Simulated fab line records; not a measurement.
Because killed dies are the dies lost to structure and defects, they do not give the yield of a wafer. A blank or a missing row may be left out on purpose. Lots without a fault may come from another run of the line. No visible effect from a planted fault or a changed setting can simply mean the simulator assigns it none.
8D (eight disciplines) problem report, filled in by code | flow gf180mcu | the parts of the form that need people (team, actions taken, sign-off) are left out

## 1. PROBLEM STATEMENT
Wafers without a fault read 0.593 a.u., standard deviation 0.0048; oes-product-au at GF_V2_STRIP_18 reads a mean of 0.668 a.u. on 9 wafers belonging to 3 lots. Relative to the usual mean, that is a shift of +16 standard deviations.
The step: strips in O2/N2.
Seen first at day 24 11:19 on plasma-asher-01, wafer L956.3. The record holds 36 wafers of 12 lots with a number at this step. Rule for "out" (also "out of limits"): further than 4 standard deviations from the usual mean. The rest of the wafers with a number are treated as sound.

## 2. WHAT IT IS; WHAT IT IS NOT
question                    | is                               | is not
which readings at this step | oes-product-au                   | drypump-motor-current-A, heater-power-w, n2-flow-sccm
which lots                  | L956, L957, L958                 | L945, L947, L948, L949, L951, L962, L963, L966, L967
which wafers of those lots  | all that have a number           | -
read on which tools         | plasma-asher-01, plasma-asher-02 | plasma-asher-03
when                        | from day 24 11:19                | up to then (15 sound wafers); but 12 sound wafers of L962, L963, L966, L967 came after

## 3. WHAT RULES OUT EACH SUSPECT
Counting: a tool at a process step up to the reading stays a suspect if it ran every lot that is out and no sound lot after the first of them.
- rie-diel-02 at GF_V2_ETCH_17 (etches SiO2 in C4F8/O2/Ar, stops on TiN, target depth 630 nm): ruled out as a lasting fault. After its first lot that is out, L956 (day 24 11:00), sound lots L962, L963 ran on it.
Left after counting: nothing in the record.

## 4. THE CAUSE (what the simulator had put in)
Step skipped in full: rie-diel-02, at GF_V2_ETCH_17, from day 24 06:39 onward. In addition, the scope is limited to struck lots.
The count ruled it out by mistake, since the rule takes a fault to strike every lot its tool runs from the start of the fault on, and this one did not do so.

## 5. THE CHAIN OF EFFECTS, in route order
One row per reading whose mean, taken over the struck wafers that have a number, lies over 3 standard deviations from the usual. Only readings whose record carries a usual standard deviation are examined. hours: median over the lots of the time between each lot's start at the first step of this table that gives one and its start at this step. sigmas: the change, counted in usual standard deviations.
hours | step                    | reading              | usual      | on struck wafers | change | sigmas
0     | GF_V2_STRIP_18          | oes-product-au       | 0.593 a.u. | 0.668            | +0.075 | +16
188   | GF_PASSIVATION_PROBE_99 | defect-limited-yield | 90.4 %     | 0.0              | -90.4  | -75
188   | GF_PASSIVATION_PROBE_99 | killed_at_M0_to_M3   | 21         | 464              | +443   | +89
188   | GF_PASSIVATION_PROBE_99 | killed-dies          | 47         | 492              | +445   | +75
188   | GF_PASSIVATION_PROBE_99 | killed-on-rim        | 9.4        | 96.0             | +86.6  | +32
188   | GF_PASSIVATION_PROBE_99 | sort_bin_5_function  | 5.6 %      | 95.7             | +90.1  | +92
188   | GF_PASSIVATION_PROBE_99 | sort-n-pass          | 445        | 0                | -445   | -75
188   | GF_PASSIVATION_PROBE_99 | sort-yield-pct       | 90.4 %     | 0.0              | -90.4  | -75
Here are the process steps it includes:
- GF_V2_STRIP_18: strips in O2/N2.
- GF_PASSIVATION_PROBE_99
Readings that are blank on the struck wafers while sound wafers have them: bias-w at GF_V2_ETCH_17; chamber-pressure-mTorr at GF_V2_ETCH_17; oes-product-au at GF_V2_ETCH_17.

## 6. HOW IT WOULD HAVE BEEN CAUGHT EARLIER
First out-of-limits reading in this record: day 24 11:19, which is 5 hours after fault onset at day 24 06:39.
At GF_V2_ETCH_17 the tool's readings are blank on the struck wafers, where sound wafers have them: an empty tool record is the first sign, and it was there at once.
